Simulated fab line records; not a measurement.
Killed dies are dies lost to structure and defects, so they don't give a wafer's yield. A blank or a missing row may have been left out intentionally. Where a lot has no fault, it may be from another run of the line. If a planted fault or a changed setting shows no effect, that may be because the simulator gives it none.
Chamber matching / flow sky130 / hdpcvd-01 running SKY_VIA3_HDPCVD_00: 3 sister chambers
The step deposits SiO2, target thk 1635 nm, time 272.5 s. 6 wafers are shown with their chamber, then 9 later ones without.

== WAFERS PAIRED WITH THEIR CHAMBERS ==
wafer=L539.1; chamber=1; run-length-s (s)=300.0
wafer=L541.2; chamber=0; run-length-s (s)=300.1
wafer=L541.4; chamber=2; run-length-s (s)=300.8
wafer=L541.5; chamber=0; run-length-s (s)=300.4
wafer=L542.1; chamber=2; run-length-s (s)=300.4
wafer=L542.3; chamber=1; run-length-s (s)=300.7

== WAFERS WHOSE CHAMBER IS MISSING ==
wafer=L542.5; run-length-s (s)=299.8
wafer=L543.3; run-length-s (s)=300.0
wafer=L543.4; run-length-s (s)=300.6
wafer=L543.5; run-length-s (s)=300.1
wafer=L544.3; run-length-s (s)=300.2
wafer=L544.4; run-length-s (s)=300.3
wafer=L544.5; run-length-s (s)=300.2
wafer=L551.3; run-length-s (s)=300.0
wafer=L551.6; run-length-s (s)=300.2

== WHICH CHAMBER EACH ONE RAN IN ==
wafer=L542.5; from the rows above=can't be placed: 0 or 1 or 2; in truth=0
wafer=L543.3; from the rows above=can't be placed: 0 or 1 or 2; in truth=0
wafer=L543.4; from the rows above=can't be placed: 2 or 1 or 0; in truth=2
wafer=L543.5; from the rows above=can't be placed: 0 or 1 or 2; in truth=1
wafer=L544.3; from the rows above=can't be placed: 0 or 1 or 2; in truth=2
wafer=L544.4; from the rows above=can't be placed: 0 or 1 or 2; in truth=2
wafer=L544.5; from the rows above=can't be placed: 0 or 1 or 2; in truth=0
wafer=L551.3; from the rows above=can't be placed: 0 or 1 or 2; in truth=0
wafer=L551.6; from the rows above=can't be placed: 0 or 1 or 2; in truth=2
Correctly placed: 0 of 9. These rows do not allow placing 9 (true chamber among the candidates in 9). Number placed wrongly: 0.
How it was worked out, from the rows above alone: a wafer's distance from a chamber is the root of the sum, over the readings, of the square of ((its reading less the chamber's mean) divided by the reading's scatter). If the next closest chamber is less than 2 further off than the closest, the wafer can't be placed; otherwise it belongs to the closest. For every chamber, the mean is computed from those of its wafers that are shown. The scatter is the square root of a quotient: the sum, over the shown wafers, of each reading's squared deviation from its chamber's mean, divided by wafers minus chambers.
